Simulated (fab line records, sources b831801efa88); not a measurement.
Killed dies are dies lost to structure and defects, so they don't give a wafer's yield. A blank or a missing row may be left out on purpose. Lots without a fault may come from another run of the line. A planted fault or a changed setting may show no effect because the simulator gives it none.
Chamber matching | flow sky130 | SKY_VIA4_CMP_21 on cmp-02: 4 sister chambers
The step polishes, stops on SiO2, t overpolish 25 s, target thk 0 nm. 4 wafers are shown with their chamber, then 9 later ones without.

WAFERS WITH THEIR CHAMBER
wafer  | chamber | motor_current_A (A)
L091.4 | 2       | 12.6
L091.5 | 0       | 12.3
L092.1 | 3       | 9.5
L092.5 | 1       | 10.0

WAFERS WITHOUT THEIR CHAMBER
wafer  | motor_current_A (A)
L093.3 | 9.7
L093.4 | 12.1
L093.5 | 12.0
L094.1 | 11.9
L094.2 | 10.2
L094.5 | 11.9
L095.2 | 12.0
L095.3 | 10.3
L095.5 | 9.8

WHICH CHAMBER EACH WENT THROUGH
wafer  | from the rows above     | in truth
L093.3 | can't be placed: 3 or 1 | 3
L093.4 | can't be placed: 0 or 2 | 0
L093.5 | can't be placed: 0 or 2 | 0
L094.1 | can't be placed: 0 or 2 | 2
L094.2 | can't be placed: 1 or 3 | 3
L094.5 | can't be placed: 0 or 2 | 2
L095.2 | can't be placed: 0 or 2 | 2
L095.3 | can't be placed: 1 or 3 | 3
L095.5 | can't be placed: 1 or 3 | 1
Placed correctly: 0 of 9. Can't be placed from these rows: 9 (the true chamber is among the candidates in 9). Placed wrongly: 0.
How it was worked out, from the rows above alone: a wafer's distance from a chamber is the root of the sum, over the readings, of the square of ((its reading less the chamber's mean) divided by the reading's scatter). The wafer belongs to the nearest chamber; if the next one is less than 2 further off, it can't be placed. A chamber's mean is the mean of its shown wafers. The scatter: with one shown wafer a chamber, the root of the mean of the squares of how far each hidden wafer lies from its nearest shown one.
